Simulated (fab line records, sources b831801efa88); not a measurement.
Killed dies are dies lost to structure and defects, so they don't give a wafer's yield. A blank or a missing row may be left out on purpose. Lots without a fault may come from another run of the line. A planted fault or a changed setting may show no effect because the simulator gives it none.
Chamber matching | flow gf180mcu | GF_STI_ETCH_14 on rie_si-02: 4 sister chambers
The step etches Si in HBr/Cl2/O2, target depth 360 nm, time 102.9 s. 14 wafers are shown with their chamber, then 7 later ones without.

WAFERS WITH THEIR CHAMBER
wafer  | chamber | drypump_motor_current_A (A) | oes_product_au (a.u.) | HBr_flow_sccm (sccm)
L117.2 | 3       | 5.3                         | 1.018                 | 150.2
L117.5 | 3       | 5.3                         | 1.009                 | 150.8
L117.6 | 0       | 5.0                         | 1.003                 | 150.0
L118.2 | 2       | 6.4                         | 1.000                 | 150.8
L118.3 | 0       | 5.0                         | 1.003                 | 149.2
L118.4 | 3       | 5.3                         | 1.000                 | 150.6
L125.1 | 3       | 5.3                         | 1.011                 | 150.1
L125.4 | 1       | 5.5                         | 1.010                 | 150.6
L125.6 | 1       | 5.5                         | 1.009                 | 150.0
L135.2 | 0       | 5.0                         | 0.997                 | 150.4
L135.3 | 3       | 5.3                         | 0.999                 | 150.1
L135.4 | 1       | 5.6                         | 1.010                 | 150.1
L138.4 | 1       | 5.6                         | 1.005                 | 149.7
L138.5 | 3       | 5.3                         | 1.007                 | 149.1

SIGNATURES (means of the wafers above)
reading                 | chamber 0 | chamber 1 | chamber 2 | chamber 3 | scatter within a chamber
drypump_motor_current_A | 5.000     | 5.550     | 6.400     | 5.300     | 0.0316
oes_product_au          | 1.00100   | 1.00850   | 1.00000   | 1.00733   | 0.00543
HBr_flow_sccm           | 149.867   | 150.100   | 150.800   | 150.150   | 0.539
Rule: a wafer's distance from a chamber is the root of the sum, over the readings, of the square of ((its reading less the chamber's mean) divided by the reading's scatter). The wafer belongs to the nearest chamber; if the next one is less than 2 further off, it can't be placed. The scatter: the root of (the sum of the squares of (reading less its chamber's mean) over the shown wafers, divided by (wafers less chambers)).

WAFERS WITHOUT THEIR CHAMBER
wafer  | drypump_motor_current_A (A) | oes_product_au (a.u.) | HBr_flow_sccm (sccm)
L138.6 | 5.0                         | 0.990                 | 149.9
L139.1 | 5.5                         | 1.000                 | 150.2
L139.3 | 5.0                         | 0.991                 | 149.6
L139.4 | 5.3                         | 0.994                 | 149.7
L140.1 | 5.3                         | 0.992                 | 150.7
L140.2 | 5.0                         | 1.004                 | 151.0
L140.3 | 5.5                         | 0.998                 | 149.7

WHICH CHAMBER EACH WENT THROUGH
wafer  | from the rows above | in truth
L138.6 | 0                   | 0
L139.1 | 1                   | 1
L139.3 | 0                   | 0
L139.4 | 3                   | 3
L140.1 | 3                   | 3
L140.2 | 0                   | 0
L140.3 | 1                   | 1
Placed correctly: 7 of 7. Can't be placed from these rows: 0. Placed wrongly: 0.
